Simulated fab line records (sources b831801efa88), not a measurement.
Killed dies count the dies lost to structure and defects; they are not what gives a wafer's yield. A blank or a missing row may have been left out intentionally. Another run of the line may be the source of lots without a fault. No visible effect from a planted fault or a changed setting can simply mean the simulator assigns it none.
Struck lot and sound lot, side by side | flow sky130 | 15 steps out of a route of 708
Sound: these wafers, L540.1, L540.2, L540.5. Struck: wafer L545.4 (left out: L545.5, L545.6 of the same lot, which were not struck); the cause appears at the end.
For every step that has rows: the tool of each side, followed by ch and its chambers, followed by its first start. Under that, the readings that differ: sound wafers | struck wafers | difference of the means | sigmas: that difference in standard deviations of wafers without a fault.
alike: words and numbers the same on both sides, and readings whose means are apart by under 2 such deviations; not compared: readings that were withheld, readings missing a value for some wafer, numbers with overlapping values and no deviation given by the record, and bounds like >300 which may hide the same value.
The two part at a step that has a row with sigmas, a row that says differs or no value, or rows on one side only. Numbers that have no deviation but don't overlap get no sigmas and don't part them. Lack of a reading on every wafer of one side parts them only where that side has two or more wafers.

SKY_VIA3_ETCH_14: etches BARC in N2/H2, stops on SiO2, time 45.9 s, target depth 60 nm.
  sound on rie-diel-04 ch 0,2, day 41 21:36; struck on rie-diel-04 ch 2, day 43 08:51
  alike: chamber-pressure-mTorr, drypump-motor-current-A, n2-flow-sccm, oes-product-au, throttle-valve-pct
  not compared: rf-hours-counter-h
then, 1 step without rows for these wafers: SKY_VIA3_ETCH_15 (etches SiO2 in C4F8/O2/Ar, stops on TiN, target depth 507 nm, time 78 s).
SKY_VIA3_STRIP_16: strips in O2/N2.
  sound on plasma-asher-03 ch 0,1, day 41 21:42; struck on plasma-asher-02 ch 0, day 43 08:59
  reading                     | sound       | struck | difference | sigmas
  drypump-motor-current-A (A) | 6.4 5.5 6.4 | 5.1    | -1.0       | -2
  alike: chamber-pressure-mTorr, n2-flow-sccm, oes-product-au, strip-time-to-endpoint-s
  not compared: rf-hours-counter-h
then, 5 steps without rows for these wafers: SKY_VIA3_STRIP_17 (strips in post etch residue remover, time 1200 s); SKY_VIA3_CLEAN_18 (cleans in IPA, time 180 s); SKY_VIA3_CLEAN_19 (cleans in O3/DIW); SKY_VIA3_SPUTTER_20 (material TiN, target thk 20 nm, time 80 s); SKY_VIA3_CVD_21 (deposits W, target thk 390 nm, time 117.31 s).
SKY_VIA3_RS_MEAS_22: measurement is done with a four-point probe.
  sound on film-metro-01, day 41 22:31; struck on film-metro-04, day 43 09:48
  alike: VIA3_W_RS
SKY_VIA3_THK_MEAS_23: measures by xrf.
  sound on film-metro-01, day 41 22:38; struck on film-metro-04, day 43 09:53
  alike: VIA3_W_THK
SKY_VIA3_CMP_24: polishes, stops on SiO2, t overpolish 20 s, target thk 0 nm.
  sound on cmp-02 ch 1,2,3, day 41 22:41; struck on cmp-01 ch 0, day 43 10:01
  alike: motor-current-A, overpolish-run-s, platen-rpm, time-to-endpoint-s
SKY_METAL4_SPUTTER_00: material Ti, target thk 15 nm, time 10 s.
  sound on pvd-sputter-02, day 41 22:59; struck on pvd-sputter-03, day 43 10:14
  alike: throttle-valve-pct
SKY_METAL4_SPUTTER_01: material TiN, target thk 20 nm, time 16.7 s.
  sound on pvd-sputter-02, day 41 23:01; struck on pvd-sputter-03, day 43 10:15
  reading                                    | sound             | struck | difference | sigmas
  model.TiN_of_METAL4_SPUTTER_01.thk-nm (nm) | 19.77 19.84 19.97 | 20.18  | +0.32      |
  alike: throttle-valve-pct
SKY_METAL4_SPUTTER_02: material AlCu, target thk 735 nm, time 39.1 s.
  sound on pvd-sputter-02, day 41 23:02; struck on pvd-sputter-03, day 43 10:17
  alike: throttle-valve-pct
-- the record jumps here: 5 days lie between the struck wafers' starts before and after (it left off in module METAL4 and takes up again in module PAD_OPEN, whose first step shown is number 708 of the route) --
SKY_PAD_OPEN_PROBE_99:
  sound on prober-02, day 47 15:56; struck on prober-01, day 48 21:04
  alike: defect-limited-yield, killed_at_M0_to_M3, killed_at_M4_up, killed-at-contacts, killed-at-front-end, killed-at-other, killed-dies, killed-open, killed-short, sort_bin_3_pad_short, sort_bin_5_function, sort_bin_6_memory, sort-n-pass, sort-yield-pct

## WHERE THEY PART
Only at SKY_VIA3_STRIP_16, as far as this record shows. Later steps at which nothing parts them and some readings are alike: SKY_VIA3_RS_MEAS_22, SKY_VIA3_THK_MEAS_23, SKY_VIA3_CMP_24, SKY_METAL4_SPUTTER_00, SKY_METAL4_SPUTTER_01, SKY_METAL4_SPUTTER_02, SKY_PAD_OPEN_PROBE_99.

WHY: what the simulator had put in
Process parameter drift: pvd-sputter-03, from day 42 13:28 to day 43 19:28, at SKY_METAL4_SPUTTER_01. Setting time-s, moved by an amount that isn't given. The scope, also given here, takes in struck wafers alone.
